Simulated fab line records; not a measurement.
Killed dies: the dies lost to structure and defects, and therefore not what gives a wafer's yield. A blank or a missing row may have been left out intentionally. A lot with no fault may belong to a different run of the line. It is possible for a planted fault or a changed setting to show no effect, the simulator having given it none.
Struck lot and sound lot, side by side / flow sky130 / 43 steps out of a route of 708
Sound: wafers L532.2, L532.3, L532.4. The struck wafers were L537.2, L537.3, L537.4. Last of all comes the cause.
At each step with rows: each side's tool, then ch and its chambers, then its first start. Under that, the readings that differ: sound wafers / struck wafers / difference of the means / sigmas: that difference in standard deviations of wafers without a fault.
alike: words and numbers the same on both sides, and readings whose means are apart by under 2 such deviations; not compared: readings that were withheld, readings missing a value for some wafer, numbers with overlapping values and no deviation given by the record, and bounds like >300 which may hide the same value.
Wherever a step has rows on one side only, a row that says differs or no value, or a row with sigmas, the two part there. When numbers do not overlap yet have no deviation, they are printed without sigmas and do not part them. Lack of a reading on every wafer of one side parts them only where that side has two or more wafers.

first, 2 steps without rows for these wafers: SKY_VIA3_CLEAN_18 (cleans in IPA, time 180 s); SKY_VIA3_CLEAN_19 (cleans in O3/DIW).
SKY_VIA3_SPUTTER_20: material TiN, target thk 20 nm, time 80 s.
  struck on pvdSputter-04, day 44 09:26; sound on pvdSputter-01, day 42 23:55
  alike: throttleValvePct
then, 1 step without rows for these wafers: SKY_VIA3_CVD_21 (deposits W, target thk 390 nm, time 117.31 s).
SKY_VIA3_RS_MEAS_22: uses a four-point probe to measure.
  struck on filmMetro-04, day 44 09:38; sound on filmMetro-02, day 43 00:07
  alike: VIA3_W_RS
SKY_VIA3_THK_MEAS_23: measures by xrf.
  struck on filmMetro-04, day 44 09:44; sound on filmMetro-02, day 43 00:14
reading=VIA3_W_THK (nm); sound=409 406 412; struck=390 385 398; difference=-18; sigmas=-2
SKY_VIA3_CMP_24: polishes, stops on SiO2, t overpolish 20 s, target thk 0 nm.
  sound on cmp-01 ch 0,1,3, day 43 00:17; struck on cmp-02 ch 0,2,3, day 44 09:50
  alike: motorCurrentA, overpolishRunS, slurryFlowMlMin, timeToEndpointS
then, 1 step without rows for these wafers: SKY_METAL4_SPUTTER_00 (material Ti, target thk 15 nm, time 10 s).
SKY_METAL4_SPUTTER_01: material TiN, target thk 20 nm, time 16.7 s.
  struck on pvdSputter-01, day 44 10:07; sound on pvdSputter-02, day 43 00:37
  alike: throttleValvePct
then, 3 steps without rows for these wafers: SKY_METAL4_SPUTTER_02 (material AlCu, target thk 735 nm, time 39.1 s); SKY_METAL4_SPUTTER_03 (material Ti, target thk 5 nm, time 3.3 s); SKY_METAL4_SPUTTER_04 (material TiN, target thk 70 nm, time 58.3 s).
SKY_CAP2M_CVD_00: deposits SiO2, target thk 15.5 nm.
  sound on pecvd-03 ch 0,1,2, day 43 00:44; struck on pecvd-02 ch 0,1,2, day 44 10:14
reading=rfFwdPowerW (W); sound=445.3 437.8 439.3; struck=370.8 372.9 367.4; difference=-70.4; sigmas=-26
reading=model.SiO2_of_CAP2M_CVD_00.thkNm (nm); sound=15.37 15.25 15.35; struck=14.8 14.7 14.99; difference=-0.5; sigmas=
  alike: heaterPowerW
SKY_CAP2M_THK_MEAS_01:
  struck on filmMetro-04, day 44 10:34; sound on filmMetro-04, day 43 00:46
reading=CAP2M_CVD_00_THK (nm); sound=15.40 15.24 15.40; struck=14.84 14.69 14.98; difference=-0.51; sigmas=-2
  not compared: hold
SKY_CAP2M_RS_MEAS_03: uses a four-point probe to measure.
  struck on filmMetro-04, day 44 13:35; sound on filmMetro-01, day 43 00:57
  alike: CAP2M_TIN_RS
SKY_CAP2M_THK_MEAS_04: measures by xrf.
  struck on filmMetro-04, day 44 13:41; sound on filmMetro-01, day 43 01:04
  alike: CAP2M_TIN_THK
then, 7 steps without rows for these wafers: SKY_CAP2M_DEHYDRATE_05 (time 60 s); SKY_CAP2M_HMDS_06 (prime time 60 s); SKY_CAP2M_COAT_07 (resist thk 1140 nm); SKY_CAP2M_SOFTBAKE_08 (time 60 s); SKY_CAP2M_EXPOSE_09 (exposes mask CAP2M, target cd 1000 nm); SKY_CAP2M_PEB_10; SKY_CAP2M_DEVELOP_11 (develop time 60 s).
SKY_CAP2M_OVL_MEAS_12:
  struck on overlay-02, day 45 08:38; sound on overlay-02, day 43 23:59
reading=CAP2M_OVL (nm); sound=1.6 0.8 1.9; struck=-3.9 -3.2 -2.1; difference=-4.5; sigmas=-3
SKY_CAP2M_METAL_ETCH_13: etches TiN in Cl2/BCl3, stops on SiO2, target depth 220 nm, time 62.9 s.
  sound on rieMetal-04 ch 0,1, day 44 00:01; struck on rieMetal-04 ch 0,1, day 45 08:40
  alike: drypumpMotorCurrentA, oesProductAu, throttleValvePct
  not compared: rfHoursCounterH
SKY_CAP2M_STRIP_14: strips in O2/N2.
  sound on plasmaAsher-04 ch 0,1, day 44 00:06; struck on plasmaAsher-04 ch 0,1, day 45 08:45
reading=oesProductAu (a.u.); sound=0.713 0.711 0.712; struck=0.700 0.712 0.700; difference=-0.008; sigmas=-2
  alike: drypumpMotorCurrentA, o2FlowSccm, stripTimeToEndpointS
  not compared: rfHoursCounterH
then, 11 steps without rows for these wafers: SKY_CAP2M_STRIP_15 (strips in post etch residue remover, time 1200 s); SKY_CAP2M_CLEAN_16 (cleans in IPA, time 180 s); SKY_CAP2M_CLEAN_17 (cleans in O3/DIW); SKY_METAL4_DEHYDRATE_05 (time 60 s); SKY_METAL4_HMDS_06 (prime time 60 s); SKY_METAL4_COAT_07 (resist thk 60 nm); SKY_METAL4_COAT_08 (resist thk 1140 nm); SKY_METAL4_SOFTBAKE_09 (time 90 s); SKY_METAL4_EXPOSE_10 (exposes mask MM4, target cd 300 nm); SKY_METAL4_PEB_11; SKY_METAL4_DEVELOP_12 (develop time 60 s).
SKY_METAL4_CD_MEAS_13: target cd 300 nm.
  struck on cdSem-02, day 46 06:29; sound on cdSem-02, day 44 23:21
  alike: cdNm
SKY_METAL4_OVL_MEAS_14:
  struck on overlay-01, day 46 06:35; sound on overlay-02, day 44 23:28
  alike: METAL4_OVL
then, 2 steps without rows for these wafers: SKY_METAL4_DESCUM_15 (chemistry O2, time 8 s); SKY_METAL4_ETCH_16 (etches BARC in N2/H2, stops on SiO2, time 88.2 s, target depth 60 nm).
SKY_METAL4_ETCH_17: etches SiO2 in C4F8/O2/Ar, stops on TiN, time 3.9 s, target depth 15 nm.
  sound on rieDiel-01 ch 1,2,3, day 44 23:37; struck on rieDiel-03 ch 0,1,3, day 46 06:45
reading=oesProductAu (a.u.); sound=0.754 0.755 0.751; struck=0.732 0.733 0.741; difference=-0.018; sigmas=-3
reading=model.etch.depthNm (nm); sound=15.37 15.25 15.35; struck=14.8 14.7 14.99; difference=-0.5; sigmas=
  not compared: rfHoursCounterH
-- the record jumps here: 4 days lie between the struck wafers' starts before and after (it left off in module METAL4 and takes up again in module PAD_OPEN, whose first step shown is number 708 of the route) --
SKY_PAD_OPEN_PROBE_99:
  struck on prober-02, day 49 19:11; sound on prober-01, day 48 17:59
reading=model.etest.capMim2.cFfUm2; sound=2.354 2.388 2.37; struck=2.471 2.458 2.45; difference=+0.089; sigmas=
  alike: defectLimitedYield, killed_at_M0_to_M3, killed_at_M4_up, killedAtContacts, killedAtFrontEnd, killedAtOther, killedDies, killedOpen, killedShort, sort_bin_3_pad_short, sort_bin_5_function, sort_bin_6_memory, sortNPass, sortYieldPct
  not compared: model.etest.capMim2.bvV, model.etest.capMim2.leakLog10ACm2

## WHERE THEY PART
Last at SKY_METAL4_ETCH_17 as far as this record goes, first at SKY_VIA3_THK_MEAS_23. Later steps at which nothing parts them and some readings are alike: SKY_PAD_OPEN_PROBE_99.

WHY: what had been put in by the simulator
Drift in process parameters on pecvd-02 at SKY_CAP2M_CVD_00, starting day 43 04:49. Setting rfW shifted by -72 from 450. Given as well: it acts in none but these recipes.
